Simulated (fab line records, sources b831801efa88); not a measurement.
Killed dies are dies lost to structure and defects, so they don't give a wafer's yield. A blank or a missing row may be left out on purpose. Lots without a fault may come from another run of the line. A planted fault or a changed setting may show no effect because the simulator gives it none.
fab line records | flow sky130
record lots=5 wafers=15 last_day=50
route steps=708 shown LI_CONTACT@371 PAD_OPEN@708
lots that met no fault: from a run of the same line without faults
start_h: hours from the record's first day to the start of the lot's first wafer shown | wait_h: hours since the lot's step before | " the same as in the row above | L1.1+2: a row that stands for several wafers | - no value, or no start given | * or withheld: withheld | < > ~ a bound
route shown NAME@n: a module of which the file shows steps, and the number in the route of the first | usual: mean/standard deviation of fault-free wafers | same: alike in all rows | chamber/n: place in a boat | sites: the reading at each site | _std_site: their standard deviation | _edge_site: outer sites' mean less inner sites' | radius_mm: how far each site lies from the wafer's centre | mask NAME#n: copy n | behind: the tool/chamber that last shaped the wafer | hold: why the lot was held/for how many hours/how that ended | device: the transistor (n, p or np) that didn't switch | end of line: the same wafers' tests at the end of the route | a step without rows: its recipe alone | killed: dies lost to structure and defects at the first sort, not the wafer's yield | map: a wafer's dies, x killed, . not, _ none there
set.NAME: the setting as run; set.NAME@STEP: as run at that earlier step | model.NAME: the simulator's own value behind a step, which no gauge read
lots at some steps of the route; a table a step, a row a wafer
services: from which hour (start_h, from the record's first day; less than 0 if before it) a tool's chamber was out of use, for how many hours, and why
## steps
# step SKY_LI_CONTACT_EXPOSE_09
# recipe mask_id=LICM1 na=0.8 source_shape=annular sigma_inner=0.55 sigma_outer=0.85 target_cd_nm=170 dose_mj=38
# step SKY_LI_CONTACT_PEB_10
# recipe peb_temp_c=withheld peb_time_s=withheld resist=KrF-thick
# step SKY_LI_CONTACT_DEVELOP_11
# recipe develop_time_s=60 resist=KrF-thick dev_temp_c=21
# step SKY_LI_CONTACT_CD_MEAS_12
# recipe target_cd_nm=170
# usual cd_nm=169.8/1.1
# columns lot.wafer tool chamber start_h wait_h cd_nm
L967.2 cd_sem-02 - 691.51 - 169.1
L967.4 " - " " 167.4
L967.6 " - " " 167.2
L968.1 cd_sem-02 - 699.09 - 168.7
L968.2 " - " " 171.2
L968.5 " - " " 168.7
L977.3 cd_sem-02 - 762.36 - 172.1
L977.4 " - " " 171.1
L977.5 " - " " 172.1
L982.1 cd_sem-02 - 805.64 - 170.3
L982.2 " - " " 169.0
L982.4 " - " " 169.9
L989.2 cd_sem-02 - 852.29 - 168.2
L989.4 " - " " 167.8
L989.6 " - " " 168.7
# step SKY_LI_CONTACT_OVL_MEAS_13
# usual LI_CONTACT_OVL=-5/5
# columns lot.wafer tool chamber start_h wait_h LI_CONTACT_OVL[nm]
L967.2 overlay-02 - 691.61 0.1 -7
L967.4 " - " " -8
L967.6 " - " " -8
L968.1 overlay-01 - 699.21 0.1 -1
L968.2 " - " " -1
L968.5 " - " " -6
L977.3 overlay-02 - 762.45 0.1 2
L977.4 " - " " -2
L977.5 " - " " -5
L982.1 overlay-02 - 805.76 0.1 -15
L982.2 " - " " -10
L982.4 " - " " -8
L989.2 overlay-02 - 852.40 0.1 -11
L989.4 " - " " -6
L989.6 " - " " -2
# step SKY_LI_CONTACT_ETCH_14
# recipe chemistry=N2/H2 target=BARC ion_energy_ev=200 source_w=500 bias_w=100 pressure_mtorr=30 n2_flow_sccm=100 h2_flow_sccm=200 stop_on=SiO2 time_s=45.9 target_depth_a=600
# usual drypump_motor_current_A=5.7/0.47 oes_product_au=0.854/0.0051 throttle_valve_pct=13.224/0.0081
# columns lot.wafer tool chamber start_h wait_h drypump_motor_current_A oes_product_au rf_hours_counter_h throttle_valve_pct
L967.2 rie_diel-01 0 691.64 0.0 4.9 0.859 11 13.219
L967.4 " 2 " " 5.7 0.852 1 13.221
L967.6 " 3 " " 5.0 0.855 - 13.229
L968.1 rie_diel-03 2 699.24 0.0 6.0 0.859 48 13.231
L968.2 " 0 " " 6.2 0.855 1 13.224
L968.5 " 1 " " 6.0 0.858 - 13.234
L977.3 rie_diel-04 3 762.48 0.0 5.1 0.844 41 13.224
L977.4 " 1 " " 5.9 0.849 22 13.221
L977.5 " 3 " " 5.1 0.858 - 13.236
L982.1 rie_diel-03 3 805.79 0.0 6.1 0.853 15 13.218
L982.2 " 0 " " 6.2 0.858 4 13.223
L982.4 " 1 " " 6.0 0.852 12 13.222
L989.2 rie_diel-03 0 852.43 0.0 6.2 0.853 5 13.223
L989.4 " 2 " " 6.0 0.853 2 13.234
L989.6 " 1 " " 6.0 0.862 - 13.211
# step SKY_LI_CONTACT_ETCH_15
# recipe target=PSG chemistry=C4F8/O2/Ar stop_on=Si taper_deg=4.15 mask_material=KrF-thick source_w=1500 bias_w=1200 pressure_mtorr=40 c4f8_flow_sccm=withheld O2_flow_sccm=6 Ar_flow_sccm=300 time_s=withheld target_depth_a=6000
# usual oes_product_au=0.837/0.0053
# columns lot.wafer tool chamber start_h wait_h oes_product_au
L967.2 rie_diel-01 0 691.69 0.0 0.838
L967.4 " 2 " " 0.840
L967.6 " 3 " " 0.841
L968.1 rie_diel-03 2 699.29 0.0 0.831
L968.2 " 0 " " 0.846
L968.5 " 1 " " 0.843
L977.3 rie_diel-04 3 762.52 0.0 0.839
L977.4 " 1 " " 0.832
L977.5 " 3 " " 0.836
L982.1 rie_diel-03 3 805.84 0.0 0.830
L982.2 " 0 " " 0.838
L982.4 " 1 " " 0.838
L989.2 rie_diel-03 0 852.47 0.0 0.837
L989.4 " 2 " " 0.839
L989.6 " 1 " " 0.840
# step SKY_LI_CONTACT_STRIP_16
# recipe chemistry=O2/N2 power_w=1400 pressure_mtorr=1500 platen_temp_c=withheld o2_flow_sccm=3000 n2_flow_sccm=300 overash_fraction=0.5
# usual drypump_motor_current_A=5.87/0.25 oes_product_au=0.376/0.0042 strip_time_to_endpoint_s=3.51/0.032
# columns lot.wafer tool chamber start_h wait_h drypump_motor_current_A oes_product_au rf_hours_counter_h strip_time_to_endpoint_s
L967.2 plasma_asher-01 1 691.77 - 6.00 0.374 26 3.49
L967.4 " 0 " " 5.42 0.374 - 3.45
L967.6 " 1 " " 6.00 0.375 - 3.49
L968.1 plasma_asher-04 1 699.37 - 5.85 0.381 57 3.51
L968.2 " 0 " " 5.73 0.375 57 3.54
L968.5 " 1 " " 5.86 0.371 - 3.51
L977.3 plasma_asher-01 0 762.64 - 5.48 0.388 - 3.56
L977.4 " 1 " " 6.02 0.375 - 3.50
L977.5 " 1 " " 5.99 0.377 - 3.55
L982.1 plasma_asher-03 1 805.92 - 6.20 0.379 98 3.56
L982.2 " 0 " " 5.97 0.371 98 3.54
L982.4 " 1 " " 6.22 0.381 - 3.52
L989.2 plasma_asher-03 1 852.56 - 6.21 0.382 103 3.54
L989.4 " 0 " " 5.97 0.378 - 3.52
L989.6 " 1 " " 6.21 0.380 - 3.53
# step SKY_LI_CONTACT_CLEAN_17
# recipe chemistry=NMP time_s=600 temp_c=60 dry=n2_spin
# step SKY_LI_CONTACT_PRE_CLEAN_18
# recipe gas=Ar time_s=5.6 bias_v=358
# step SKY_LI_CONTACT_SPUTTER_19
# recipe material=Ti target_thk_nm=20 chamber_pressure_pa=5 power_w=2500 substrate_temp_c=200 time_s=106.37
# usual throttle_valve_pct=29.6/0.85
# columns lot.wafer tool chamber start_h wait_h throttle_valve_pct
L967.2 pvd_sputter-02 - 692.08 0.0 29.6
L967.4 " - " " 30.0
L967.6 " - " " 29.5
L968.1 pvd_sputter-02 - 699.72 0.0 30.0
L968.2 " - " " 30.4
L968.5 " - " " 29.5
L977.3 pvd_sputter-02 - 762.90 0.0 29.6
L977.4 " - " " 30.7
L977.5 " - " " 30.2
L982.1 pvd_sputter-04 - 806.22 0.0 28.0
L982.2 " - " " 30.2
L982.4 " - " " 30.1
L989.2 pvd_sputter-03 - 852.85 0.0 28.9
L989.4 " - " " 30.6
L989.6 " - " " 28.3
# step SKY_LI_CONTACT_SPUTTER_20
# recipe material=TiN target_thk_nm=20 chamber_pressure_pa=5 power_w=4000 time_s=80
# usual throttle_valve_pct=29.6/0.85
# columns lot.wafer tool chamber start_h wait_h throttle_valve_pct
L967.2 pvd_sputter-02 - 692.16 0.0 29.6
L967.4 " - " " 30.0
L967.6 " - " " 29.7
L968.1 pvd_sputter-02 - 699.79 0.0 30.2
L968.2 " - " " 30.5
L968.5 " - " " 29.3
L977.3 pvd_sputter-02 - 762.98 0.0 29.5
L977.4 " - " " 30.5
L977.5 " - " " 30.0
L982.1 pvd_sputter-04 - 806.29 0.0 27.9
L982.2 " - " " 29.8
L982.4 " - " " 30.2
L989.2 pvd_sputter-03 - 852.93 0.0 28.9
L989.4 " - " " 30.8
L989.6 " - " " 28.7
# step SKY_LI_CONTACT_CVD_21
# recipe material=W target_thk_nm=400 time_s=120.56 temp_c=400 pressure_torr=40
# usual heater_power_w=850/77
# columns lot.wafer tool chamber start_h wait_h heater_power_w model.W_of_LI_CONTACT_CVD_21.thk_nm
L967.2 cvd_w-01 0 692.22 0.0 814 407.6
L967.4 " 1 " " 871 402.8
L967.6 " 1 " " 869 404
L968.1 cvd_w-01 0 699.85 0.0 798 406.1
L968.2 " 1 " " 873 401.1
L968.5 " 1 " " 876 398.5
L977.3 cvd_w-01 1 763.08 0.1 878 404.6
L977.4 " 0 " " 816 414.8
L977.5 " 1 " " 898 422.6
L982.1 cvd_w-02 0 806.35 0.0 759 395.7
L982.2 " 1 " " 946 392
L982.4 " 0 " " 780 393.6
L989.2 cvd_w-01 1 852.99 0.0 884 401.4
L989.4 " 1 " " 883 401.8
L989.6 " 1 " " 881 402.2
# step SKY_LI_CONTACT_RS_MEAS_22
# recipe thk_meas_gauge=four-point-probe reads=W_of_LI_CONTACT_CVD_21+TiN_of_LI_CONTACT_SPUTTER_20+Ti_of_LI_CONTACT_SPUTTER_19
# usual LI_CONTACT_W_RS=0.284/0.0053
# columns lot.wafer tool chamber start_h wait_h LI_CONTACT_W_RS[ohm/sq]
L967.2 film_metro-04 - 692.36 0.1 0.279
L967.4 " - " " 0.283
L967.6 " - " " 0.282
L968.1 film_metro-04 - 699.98 0.1 0.281
L968.2 " - " " 0.283
L968.5 " - " " 0.286
L977.3 film_metro-01 - 763.20 0.1 0.281
L977.4 " - " " 0.275
L977.5 " - " " 0.269
L982.1 film_metro-03 - 806.48 0.1 0.288
L982.2 " - " " 0.291
L982.4 " - " " 0.290
L989.2 film_metro-01 - 853.13 0.1 0.284
L989.4 " - " " 0.283
L989.6 " - " " 0.284
# step SKY_PAD_OPEN_PROBE_99
# usual killed_at_M0_to_M3=44/7 killed_at_M4_up=3.1/1.8 killed_at_contacts=25/5.1 killed_at_front_end=15/4.3 killed_at_other=0.3/0.61 killed_dies=87/9.8 killed_open=48/7 killed_short=38/6.3
# same gross_dies=492 killed_at_back_side=0
# columns lot.wafer tool chamber start_h wait_h killed_at_M0_to_M3 killed_at_M4_up killed_at_contacts killed_at_front_end killed_at_other killed_dies killed_open killed_short
L982.1 prober-02 - 1168.44 0.1 40 1 25 24 1 91 51 40
L982.2 prober-02 - 1168.49 0.1 34 1 36 23 0 94 59 35
L982.4 prober-02 - 1168.59 0.2 46 3 24 20 0 93 60 33
# killed by level:class
L982.1 VIA1:geometric_particle:open=10 CONTACT:geometric_particle:open=10 FIELD_ISO:geometric_particle:open=8 FIELD_ISO:geometric_particle:short=8 LI_CONTACT:geometric_particle:open=7 POLY_GATE:geometric_particle:short=5 VIA2:geometric_particle:short=5 METAL1:geometric_particle:short=5
L982.2 CONTACT:geometric_particle:open=13 LI_CONTACT:geometric_particle:open=10 VIA1:geometric_particle:open=8 POLY_GATE:geometric_particle:open=6 CONTACT:geometric_particle:short=6 VIA2:geometric_particle:open=6 POLY_GATE:geometric_particle:short=5 VIA3:geometric_particle:short=5
L982.4 CONTACT:geometric_particle:open=11 VIA1:geometric_particle:open=11 VIA2:geometric_particle:open=9 LI_CONTACT:geometric_particle:open=6 VIA3:geometric_particle:open=5 FIELD_ISO:geometric_particle:open=4 SPACER:geometric_particle:short=4 VIA1:geometric_particle:short=4
## services
# columns tool chamber start_h hours kind
pvd_sputter-03 - 668.58 9.7 repair
rie_diel-04 - 679.77 0.2 repair
cvd_w-01 - 682.67 1.3 repair
rie_diel-04 2 688.11 2.5 repair
rie_diel-04 0 693.84 6.4 repair
pvd_sputter-04 - 696.44 0.6 repair
plasma_asher-04 - 707.38 15.6 pm
rie_diel-03 2 714.51 40.5 repair
pvd_sputter-03 - 719.28 15.5 repair
pvd_sputter-02 - 738.38 4.9 repair
rie_diel-01 2 748.56 4.4 repair
rie_diel-03 2 755.01 - clean
rie_diel-03 2 755.01 14.3 scheduled_down
rie_diel-03 2 755.01 14.3 vent_cycle
pvd_sputter-02 - 772.08 10.3 repair
rie_diel-04 3 796.55 - clean
rie_diel-04 3 796.55 21.8 scheduled_down
rie_diel-04 1 804.57 18.5 repair
rie_diel-03 0 810.73 6.6 repair
cvd_w-01 - 826.28 0.9 repair
rie_diel-01 2 834.00 8.0 repair
pvd_sputter-02 2 844.35 - consumable_replace:kit
pvd_sputter-02 2 844.35 18.0 scheduled_down
pvd_sputter-02 2 844.35 18.0 vent_cycle
## key
first_sign none at tools or gauges
model_effect step=SKY_LI_CONTACT_CVD_21 value=W_of_LI_CONTACT_CVD_21.thk_nm without=404.9 struck=422.6
met_at SKY_LI_CONTACT_CVD_21
struck_wafers L977.5
tester_left_out L977
onset_between 699.85 763.08
fault kind=process_parameter_drift tool=cvd_w-01 chamber=- onset_h=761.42 steps=SKY_LI_CONTACT_CVD_21 channel=target_thk_nm offset=17.748 shape=step end_h=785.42 scope=struck_wafers_only acts_in=these_recipes_only stated=400
# tester_left_out: of these lots the tester's yield and bins aren't shown, on N5 and GAA mostly nor the transistor test; their killed dies are dies lost to structure and defects alone, not to doping, threshold or leakage, so they don't give the yield
